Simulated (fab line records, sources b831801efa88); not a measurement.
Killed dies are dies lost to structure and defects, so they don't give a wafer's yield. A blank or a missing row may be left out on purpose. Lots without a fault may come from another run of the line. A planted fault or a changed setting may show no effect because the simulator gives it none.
Which tool did it? | flow sky130 | 11 lots, 31 wafers sampled, at 5 steps of a route of 708

WHAT THE GAUGES READ, wafer by wafer
SKY_POLY_GATE_THK_MEAS_21. Usual: POLY_GATE_OXIDATION_THK 4.02 nm, standard deviation 0.078.
lot  | measured     | on            | POLY_GATE_OXIDATION_THK (nm) | flag
L543 | day 16 17:43 | film_metro-02 | 3.97 3.95 3.89               |
L544 | day 17 12:19 | film_metro-03 | 4.10 4.04 4.12               |
L547 | day 18 16:56 | film_metro-03 | 4.03 4.01 3.97               |
L548 | day 18 16:57 | film_metro-01 | 3.96 4.03 4.00               |
L552 | day 20 05:37 | film_metro-01 | 4.09 4.04                    |
L553 | day 20 15:56 | film_metro-01 | 3.93 3.97                    |
L560 | day 23 07:34 | film_metro-03 | 3.98 4.03 4.04               |
L561 | day 23 11:22 | film_metro-01 | 3.99 4.04 3.97               |
L562 | day 23 16:46 | film_metro-01 | 3.95 4.01 3.98               |
L563 | day 24 08:05 | film_metro-03 | 3.86 3.90 3.84               |
L565 | day 24 19:36 | film_metro-01 | 4.08 4.03 4.05               |

SKY_LDD_LDN_OVL_MEAS_07. Usual: LDD_LDN_OVL -0.2 nm, standard deviation 1.3.
lot  | measured     | on         | LDD_LDN_OVL (nm) | flag
L543 | day 23 02:22 | overlay-01 | -1.0 -1.9 0.1    |
L544 | day 23 21:47 | overlay-02 | 2.1 1.5 0.6      |
L547 | day 25 02:49 | overlay-02 | 0.8 1.4 0.1      |
L548 | day 25 01:19 | overlay-01 | 0.7 2.3 0.3      |
L552 | day 26 13:19 | overlay-01 | 1.0 -0.8         |
L553 | day 26 22:53 | overlay-01 | -0.2 0.1         |
L560 | day 29 11:31 | overlay-01 | -0.6 -0.2 -1.4   |
L561 | day 29 13:00 | overlay-01 | 0.3 0.1 -1.5     |
L562 | day 29 16:36 | overlay-01 | -1.7 -1.9 -3.1   |
L563 | day 30 07:28 | overlay-02 | 0.4 3.1 0.5      |
L565 | day 30 19:22 | overlay-02 | -1.9 0.6 -2.0    |

WHICH TOOL RAN EACH LOT (tool, then ch and the chambers of the sampled wafers, then the start)
lot  | SKY_PWDE_STRIP_09                   | SKY_POLY_GATE_ETCH_15              | SKY_POLY_GATE_STRIP_18
L543 | plasma_asher-03 ch 0,1, day 4 05:26 | rie_diel-01 ch 0,1, day 16 15:16   | plasma_asher-02 ch 0,1, day 16 15:32
L544 | plasma_asher-04 ch 0,1, day 4 09:06 | rie_diel-04 ch 0,2,3, day 17 08:58 | plasma_asher-01 ch 0,1, day 17 09:13
L547 | plasma_asher-04 ch 0,1, day 5 02:23 | rie_diel-04 ch 0,1,2, day 18 14:31 | plasma_asher-01 ch 0,1, day 18 14:46
L548 | plasma_asher-02 ch 0,1, day 5 03:05 | rie_diel-01 ch 0,2,3, day 18 14:40 | plasma_asher-01 ch 0,1, day 18 14:55
L552 | plasma_asher-03 ch 0,1, day 6 03:21 | rie_diel-01 ch 1, day 20 03:20     | plasma_asher-01 ch 0, day 20 03:35
L553 | plasma_asher-04 ch 0, day 6 07:44   | rie_diel-01 ch 1,2, day 20 14:16   | plasma_asher-02 ch 0, day 20 14:32
L560 | plasma_asher-02 ch 0,1, day 8 01:46 | rie_diel-04 ch 1,3, day 23 05:55   | plasma_asher-01 ch 0,1, day 23 06:09
L561 | plasma_asher-02 ch 1, day 8 07:48   | rie_diel-04 ch 2,3, day 23 09:43   | plasma_asher-02 ch 0,1, day 23 09:57
L562 | plasma_asher-03 ch 0,1, day 8 11:21 | rie_diel-04 ch 1,2,3, day 23 15:07 | plasma_asher-02 ch 0,1, day 23 15:22
L563 | plasma_asher-02 ch 0, day 8 18:11   | rie_diel-04 ch 0,1,2, day 24 03:59 | plasma_asher-01 ch 0,1, day 24 04:14
L565 | plasma_asher-03 ch 0,1, day 9 07:30 | rie_diel-02 ch 0,1,3, day 24 17:56 | plasma_asher-01 ch 0,1, day 24 18:11
- SKY_PWDE_STRIP_09: strips in O2/N2.
- SKY_POLY_GATE_ETCH_15: etches BARC in N2/H2, stops on SiO2, time 118.5 s, target depth 110 nm.
- SKY_POLY_GATE_STRIP_18: strips in O2/N2.

WHAT THE TOOLS THEMSELVES READ (means of the sampled wafers that have a number; where no wafer has one, the mark that the record gives instead)
SKY_PWDE_STRIP_09. Usual: drypump_motor_current_A 5.9 A, standard deviation 0.37; o2_flow_sccm 3001 sccm, standard deviation 8.6; oes_product_au 0.722 a.u., standard deviation 0.0044; strip_time_to_endpoint_s 36.91 s, standard deviation 0.11.
lot  | tool            | drypump_motor_current_A (A) | o2_flow_sccm (sccm) | oes_product_au (a.u.) | strip_time_to_endpoint_s (s) | flag
L543 | plasma_asher-03 | 5.9                         | 3002                | 0.722                 | 36.83                        |
L544 | plasma_asher-04 | 5.9                         | 3005                | 0.723                 | 37.07                        |
L547 | plasma_asher-04 | 5.8                         | 2994                | 0.726                 | 37.05                        |
L548 | plasma_asher-02 | 5.9                         | 3012                | 0.725                 | 36.77                        |
L552 | plasma_asher-03 | 5.9                         | 2992                | 0.718                 | 36.84                        |
L553 | plasma_asher-04 | 5.8                         | 3004                | 0.725                 | 36.97                        |
L560 | plasma_asher-02 | 6.2                         | 2997                | 0.724                 | 36.96                        |
L561 | plasma_asher-02 | 5.4                         | 2997                | 0.723                 | 36.84                        |
L562 | plasma_asher-03 | 5.9                         | 3005                | 0.721                 | 36.95                        |
L563 | plasma_asher-02 | 6.6                         | 3001                | 0.720                 | 36.84                        |
L565 | plasma_asher-03 | 5.9                         | 3000                | 0.722                 | 37.02                        |

SKY_POLY_GATE_ETCH_15. Usual: bias_w 100.0 W, standard deviation 0.33; drypump_motor_current_A 5.8 A, standard deviation 0.36; oes_product_au 0.716 a.u., standard deviation 0.0046; rf_fwd_power_W 496.8 W, standard deviation 1.6; run_length_s 147.0 s, standard deviation 0.42; throttle_valve_pct 13.213 %, standard deviation 0.01.
lot  | tool        | bias_w (W) | drypump_motor_current_A (A) | oes_product_au (a.u.) | rf_fwd_power_W (W) | run_length_s (s) | throttle_valve_pct (%) | flag
L543 | rie_diel-01 | 100.3      | 5.3                         | 0.714                 | 499.3              | 146.9            | 13.217                 |
L544 | rie_diel-04 | 99.9       | 5.8                         | 0.715                 | 495.4              | 147.3            | 13.213                 |
L547 | rie_diel-04 | 100.5      | 5.6                         | 0.723                 | 496.4              | 147.0            | 13.205                 |
L548 | rie_diel-01 | 99.8       | 5.8                         | 0.713                 | 496.3              | 147.0            | 13.214                 |
L552 | rie_diel-01 | 100.0      | 5.9                         | 0.691                 | 494.2              | 158.6            | 13.207                 | OFF
L553 | rie_diel-01 | 100.2      | 6.1                         | 0.657                 | 495.2              | 170.2            | 13.213                 | OFF
L560 | rie_diel-04 | 100.0      | 5.6                         | 0.714                 | 494.2              | 146.7            | 13.210                 |
L561 | rie_diel-04 | 99.7       | 5.6                         | 0.716                 | 497.2              | 146.7            | 13.222                 |
L562 | rie_diel-04 | 100.1      | 5.6                         | 0.716                 | 498.2              | 146.7            | 13.208                 |
L563 | rie_diel-04 | 99.9       | 5.6                         | 0.716                 | 495.9              | 147.2            | 13.208                 |
L565 | rie_diel-02 | 99.9       | 5.9                         | 0.713                 | 497.0              | 147.2            | 13.198                 |

SKY_POLY_GATE_STRIP_18. Usual: drypump_motor_current_A 5.8 A, standard deviation 0.47; o2_flow_sccm 3002 sccm, standard deviation 8.4; oes_product_au 0.361 a.u., standard deviation 0.0045; strip_time_to_endpoint_s 3.160 s, standard deviation 0.03.
lot  | tool            | drypump_motor_current_A (A) | o2_flow_sccm (sccm) | oes_product_au (a.u.) | strip_time_to_endpoint_s (s) | flag
L543 | plasma_asher-02 | 6.2                         | 3005                | 0.360                 | 3.146                        |
L544 | plasma_asher-01 | 5.4                         | 3007                | 0.364                 | 3.175                        |
L547 | plasma_asher-01 | 5.4                         | 3004                | 0.360                 | 3.193                        |
L548 | plasma_asher-01 | 5.4                         | 2995                | 0.363                 | 3.153                        |
L552 | plasma_asher-01 | 5.2                         | 3005                | 0.352                 | 3.067                        | OFF
L553 | plasma_asher-02 | 6.6                         | 2992                | 0.352                 | 2.981                        | OFF
L560 | plasma_asher-01 | 5.4                         | 3009                | 0.358                 | 3.108                        |
L561 | plasma_asher-02 | 6.2                         | 2997                | 0.365                 | 3.180                        |
L562 | plasma_asher-02 | 5.9                         | 2999                | 0.361                 | 3.150                        |
L563 | plasma_asher-01 | 5.6                         | 2995                | 0.359                 | 3.144                        |
L565 | plasma_asher-01 | 5.6                         | 3006                | 0.367                 | 3.132                        |

THE ANSWER, worked out from the rows above alone
Rule: a lot is off if the mean of its wafers that have a number lies more than 3 standard deviations from the usual mean. A lot without any number at a reading at which 4 lots or more have one is off too. The other lots that the step has rows for count as sound. The gauges are gone through in route order, then the tools' own readings, and for those a lot's mean is taken as printed above. The first step at which some lot is off is used, and at that step the reading that is off furthest; a lot without a number counts as furthest.
Off: L552, L553, at SKY_POLY_GATE_ETCH_15 (run_length_s).
A tool fits if, at that step or a process step before it, it ran every lot that is off, and no sound lot after the first of them. One fits: rie_diel-01 at SKY_POLY_GATE_ETCH_15. Its last sound lot is L548 (day 18 14:40), its first lot that is off L552 (day 20 03:20): a fault that began between those two fits.
The tool's own readings at SKY_POLY_GATE_ETCH_15 bear it out: on the lots that are off they differ by more than 5 times the standard deviation of the sound lots' means. oes_product_au reads 0.674 a.u. there against 0.716 a.u. on the sound lots; run_length_s reads 164.4 s there against 147.0 s on the sound lots.

WHAT THE SIMULATOR HAD PUT IN
Process parameter drift: rie_diel-01, from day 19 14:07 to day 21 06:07, at SKY_POLY_GATE_ETCH_15. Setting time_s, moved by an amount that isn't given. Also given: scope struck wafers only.
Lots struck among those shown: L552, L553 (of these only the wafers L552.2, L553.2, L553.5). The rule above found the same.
